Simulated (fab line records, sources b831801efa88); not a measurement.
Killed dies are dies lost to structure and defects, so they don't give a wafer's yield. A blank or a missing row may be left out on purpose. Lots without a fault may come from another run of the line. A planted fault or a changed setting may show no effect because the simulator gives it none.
fab line records | flow sky130
record lots=7 wafers=21 last_day=50
route steps=708 shown FIELD_ISO@27 NWELL@32 DNWELL@35 PWDE@45
lots that met no fault: from a run of the same line without faults
start_h: hours from the record's first day to the start of the lot's first wafer shown | wait_h: hours since the lot's step before | " the same as in the row above | L1.1+2: a row that stands for several wafers | - no value, or no start given | * or withheld: withheld | < > ~ a bound
route shown NAME@n: a module of which the file shows steps, and the number in the route of the first | usual: mean/standard deviation of fault-free wafers | same: alike in all rows | chamber/n: place in a boat | sites: the reading at each site | _std_site: their standard deviation | _edge_site: outer sites' mean less inner sites' | radius_mm: how far each site lies from the wafer's centre | mask NAME#n: copy n | behind: the tool/chamber that last shaped the wafer | hold: why the lot was held/for how many hours/how that ended | device: the transistor (n, p or np) that didn't switch | end of line: the same wafers' tests at the end of the route | a step without rows: its recipe alone | killed: dies lost to structure and defects at the first sort, not the wafer's yield | map: a wafer's dies, x killed, . not, _ none there
set.NAME: the setting as run; set.NAME@STEP: as run at that earlier step | model.NAME: the simulator's own value behind a step, which no gauge read
lots at some steps of the route; a table a step, a row a wafer
services: from which hour (start_h, from the record's first day; less than 0 if before it) a tool's chamber was out of use, for how many hours, and why
## steps
# step SKY_FIELD_ISO_ANNEAL_26
# recipe temp_c=1000 time_s=1800 ambient=N2
# step SKY_FIELD_ISO_CMP_27
# recipe stop_on=Si3N4 t_overpolish_s=16 down_force_psi=4 platen_rpm=60 target_thk_nm=457.8 pad_velocity_m_s=0.94248
# usual motor_current_A=11.0/1 overpolish_run_s=15.999/0.0091 time_to_endpoint_s=113/4.7
# columns lot.wafer tool chamber start_h wait_h motor_current_A overpolish_run_s time_to_endpoint_s
L724.3 cmp-02 3 54.55 0.0 11.2 16.000 125
L724.4 " 0 " " 10.8 16.019 117
L724.1 " 1 " " 12.4 15.985 119
L725.2 cmp-01 2 58.99 0.1 11.1 16.007 112
L725.4 " 0 " " 10.8 16.004 111
L725.5 " 2 " " 11.1 15.987 110
L736.4 cmp-01 2 118.21 0.0 10.0 16.006 106
L736.1 " 0 " " 10.5 15.990 105
L736.2 " 1 " " 12.1 15.998 106
L737.1 cmp-02 0 124.58 0.1 10.8 16.007 114
L737.4 " 2 " " 11.3 15.999 117
L737.5 " 3 " " 10.8 15.986 121
L738.2 cmp-01 3 130.70 0.1 9.8 15.987 116
L738.5 " 2 " " 10.4 15.994 113
L738.6 " 3 " " 9.8 15.991 113
L739.2 cmp-02 1 135.05 0.0 12.5 15.997 117
L739.3 " 2 " " 12.3 16.001 113
L739.6 " 2 " " 12.3 16.005 117
L743.3 cmp-01 1 152.24 0.5 12.2 16.000 108
L743.1 " 2 " " 11.0 15.989 108
L743.6 " 3 " " 9.9 15.997 107
# step SKY_FIELD_ISO_WET_ETCH_28
# recipe chemistry=dHF target_depth_nm=23.7 target=SiO2 dilution=10:1 temp_c=25 time_s=47
# step SKY_FIELD_ISO_WET_ETCH_29
# recipe chemistry=H3PO4 target_depth_nm=160 target=Si3N4 temp_c=160 time_s=1825
# step SKY_FIELD_ISO_WET_ETCH_30
# recipe chemistry=dHF target_depth_nm=25 target=SiO2 dilution=10:1 temp_c=25 time_s=50
# step SKY_NWELL_CLEAN_00
# recipe chemistry=SC1/SC2 mix=1:4:20 temp_c=70 time_s=150 dry=n2_spin
# step SKY_NWELL_OXIDATION_01
# recipe temp_c=900 ambient=O2 stabilise_s=600 purge_s=300 target_thk_a=100 ox_time_s=1418
# step SKY_NWELL_THK_MEAS_02
# recipe reads=SiO2_of_NWELL_OXIDATION_01
# usual NWELL_OXIDATION_THK=10.02/0.16
# columns lot.wafer tool chamber start_h wait_h NWELL_OXIDATION_THK[nm]
L724.1 film_metro-04 - 58.26 0.0 10.04
L724.3 " - " " 10.02
L724.4 " - " " 10.16
L725.2 film_metro-04 - 61.26 0.0 9.87
L725.4 " - " " 9.76
L725.5 " - " " 9.81
L736.1 film_metro-04 - 120.51 0.0 10.22
L736.2 " - " " 10.27
L736.4 " - " " 10.32
L737.1 film_metro-04 - 126.84 0.0 10.07
L737.4 " - " " 9.86
L737.5 " - " " 9.95
L738.2 film_metro-03 - 133.57 0.0 10.15
L738.5 " - " " 9.83
L738.6 " - " " 10.09
L739.2 film_metro-02 - 138.04 0.0 10.14
L739.3 " - " " 10.04
L739.6 " - " " 10.17
L743.1 film_metro-02 - 154.56 0.0 10.08
L743.3 " - " " 9.96
L743.6 " - " " 10.17
# step SKY_DNWELL_DEHYDRATE_00
# recipe temp_c=200 time_s=60
# step SKY_DNWELL_HMDS_01
# recipe prime_time_s=60 prime_temp_c=120
# step SKY_DNWELL_COAT_02
# recipe spin_rpm=2000 resist_thk_nm=3000
# step SKY_DNWELL_SOFTBAKE_03
# recipe temp_c=110.4 time_s=withheld
# step SKY_DNWELL_EXPOSE_04
# recipe mask_id=DNM na=0.57 target_cd_nm=3000 dose_mj=222
# usual exposure_dose_mJ_cm2=221.95/0.23 focus_offset_nm=0.0/0.52 stage_vel_mm_s=500.05/0.27
# columns lot.wafer tool chamber start_h wait_h mask exposure_dose_mJ_cm2 focus_offset_nm stage_vel_mm_s
L724.1 iline_stepper-02 0 66.59 - DNM#0 221.73 -0.3 499.94
L724.3 " 0 " " DNM#0 221.76 -0.1 500.02
L724.4 " 0 " " DNM#0 221.83 -1.1 500.34
L725.2 iline_stepper-02 0 70.15 - DNM#0 221.91 0.3 499.91
L725.4 " 0 " " DNM#0 221.76 -0.4 499.86
L725.5 " 0 " " DNM#0 221.85 -0.4 500.32
L736.1 iline_stepper-02 - 130.29 - DNM#0 - - -
L736.2 " - " " DNM#0 - - -
L736.4 " - " " DNM#0 - - -
L737.1 iline_stepper-02 - 136.49 - DNM#0 - - -
L737.4 " - " " DNM#0 - - -
L737.5 " - " " DNM#0 - - -
L738.2 iline_stepper-01 - 143.32 - DNM#0 - - -
L738.5 " - " " DNM#0 - - -
L738.6 " - " " DNM#0 - - -
L739.2 iline_stepper-02 0 148.04 - DNM#0 222.06 -0.3 500.60
L739.3 " 0 " " DNM#0 221.58 0.2 500.06
L739.6 " 0 " " DNM#0 221.70 0.1 500.17
L743.1 iline_stepper-02 0 165.03 - DNM#0 222.11 0.5 499.52
L743.3 " 0 " " DNM#0 222.21 0.9 500.22
L743.6 " 0 " " DNM#0 221.61 0.3 499.76
# step SKY_DNWELL_PEB_05
# recipe temp_c=115 time_s=withheld
# step SKY_DNWELL_DEVELOP_06
# recipe wall_angle_deg=90 developer=TMAH develop_time_s=60 dev_temp_c=23
# step SKY_DNWELL_IMPLANT_07
# recipe species=P energy_kev=withheld dose_cm2=withheld tilt_deg=withheld
# step SKY_DNWELL_STRIP_08
# recipe chemistry=O2/N2 power_w=1400 pressure_mtorr=1500 platen_temp_c=withheld o2_flow_sccm=3000 n2_flow_sccm=300 overash_fraction=0.5
# usual drypump_motor_current_A=5.7/0.46 oes_product_au=0.722/0.0047 strip_time_to_endpoint_s=36.96/0.11
# columns lot.wafer tool chamber start_h wait_h drypump_motor_current_A oes_product_au rf_hours_counter_h strip_time_to_endpoint_s
L724.1 plasma_asher-03 0 75.29 0.1 6.2 0.718 38 36.85
L724.3 " 0 " " 6.3 0.723 - 36.81
L724.4 " 1 " " 6.0 0.717 - 36.82
L725.2 plasma_asher-01 1 78.34 0.1 6.2 0.732 40 36.81
L725.4 " 1 " " 6.2 0.718 - 36.85
L725.5 " 0 " " 5.4 0.714 - 36.83
L736.1 plasma_asher-02 1 139.83 0.1 5.2 0.725 34 36.86
L736.2 " 0 " " 5.1 0.727 34 36.73
L736.4 " 1 " " 5.2 0.722 - 36.81
L737.1 plasma_asher-01 0 146.38 0.1 5.4 0.718 3 37.07
L737.4 " 1 " " 6.2 0.718 - 37.12
L737.5 " 0 " " 5.4 0.722 - 37.18
L738.2 plasma_asher-03 1 152.58 0.1 5.9 0.723 46 36.92
L738.5 " 1 " " 5.9 0.715 - 36.87
L738.6 " 0 " " 6.3 0.721 - 36.91
L739.2 plasma_asher-03 1 156.99 0.1 5.9 0.719 46 36.93
L739.3 " 1 " " 5.9 0.721 - 37.02
L739.6 " 1 " " 5.9 0.725 - 36.98
L743.1 plasma_asher-01 1 175.18 0.1 6.2 0.721 6 37.02
L743.3 " 1 " " 6.2 0.719 - 36.97
L743.6 " 1 " " 6.2 0.726 - 36.93
# step SKY_DNWELL_TW_MEAS_09
# usual DNWELL_TW=1115/9.3
# columns lot.wafer tool chamber start_h wait_h DNWELL_TW
L724.1 film_metro-03 - 75.39 0.1 1105
L724.3 " - " " 1108
L724.4 " - " " 1103
L725.2 film_metro-02 - 78.45 0.1 1120
L725.4 " - " " 1123
L725.5 " - " " 1122
L736.1 film_metro-04 - 139.93 0.1 30
L736.2 " - " " 30
L736.4 " - " " 30
L737.1 film_metro-04 - 146.48 0.1 30
L737.4 " - " " 30
L737.5 " - " " 30
L738.2 film_metro-02 - 152.69 0.1 30
L738.5 " - " " 30
L738.6 " - " " 30
L739.2 film_metro-03 - 157.10 0.1 1114
L739.3 " - " " 1107
L739.6 " - " " 1101
L743.1 film_metro-04 - 175.28 0.1 1115
L743.3 " - " " 1119
L743.6 " - " " 1113
# step SKY_PWDE_DEHYDRATE_00
# recipe temp_c=200 time_s=60
## services
# columns tool chamber start_h hours kind
cmp-01 - 54.03 1.7 repair
cmp-01 - 54.54 2.5 repair
cmp-02 - 64.26 4.0 pm
cmp-02 - 68.26 - consumable_replace:conditioner
cmp-02 - 68.26 - consumable_replace:pad
cmp-01 - 72.74 0.5 repair
plasma_asher-03 - 73.73 0.5 repair
iline_stepper-01 - 74.45 0.5 repair
cmp-02 - 75.92 6.7 pm
iline_stepper-02 - 87.31 4.4 pm
cmp-01 - 94.20 1.6 repair
cmp-01 - 99.20 3.4 pm
iline_stepper-02 - 103.11 0.8 pm
plasma_asher-01 - 108.75 9.0 pm
plasma_asher-01 0 108.75 9.0 vent_cycle
plasma_asher-01 1 108.75 9.0 vent_cycle
cmp-01 - 132.56 8.8 pm
cmp-02 - 141.38 19.2 pm
iline_stepper-01 - 144.70 9.5 repair
iline_stepper-02 - 154.16 1.7 pm
cmp-01 - 155.74 0.6 repair
cmp-02 - 163.42 5.9 pm
iline_stepper-01 - 164.36 1.7 pm
cmp-02 - 174.22 0.5 repair
## key
first_sign step=SKY_DNWELL_EXPOSE_04 reading=tool_record direction=missing
effect step=SKY_DNWELL_TW_MEAS_09 reading=DNWELL_TW direction=down sigmas=99+ usual=1115 struck=30
met_at SKY_DNWELL_EXPOSE_04
struck_wafers L736.1,L736.2,L736.4,L737.1,L737.4,L737.5,L738.2,L738.5,L738.6
sort_left_out L736.1,L736.2,L736.4,L737.1,L737.4,L737.5,L738.2,L738.5,L738.6
tester_left_out L736,L737,L738
onset_between 70.15 130.29
fault kind=skipped_step_whole tool=iline_stepper-01,iline_stepper-02 chamber=- onset_h=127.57 steps=SKY_DNWELL_EXPOSE_04 scope=struck_lots_only
# tester_left_out: of these lots the tester's yield and bins aren't shown, on N5 and GAA mostly nor the transistor test; their killed dies are dies lost to structure and defects alone, not to doping, threshold or leakage, so they don't give the yield
# sort_left_out: the simulated sort isn't trusted on such a fault, so these wafers' sort isn't shown, and their yield isn't known
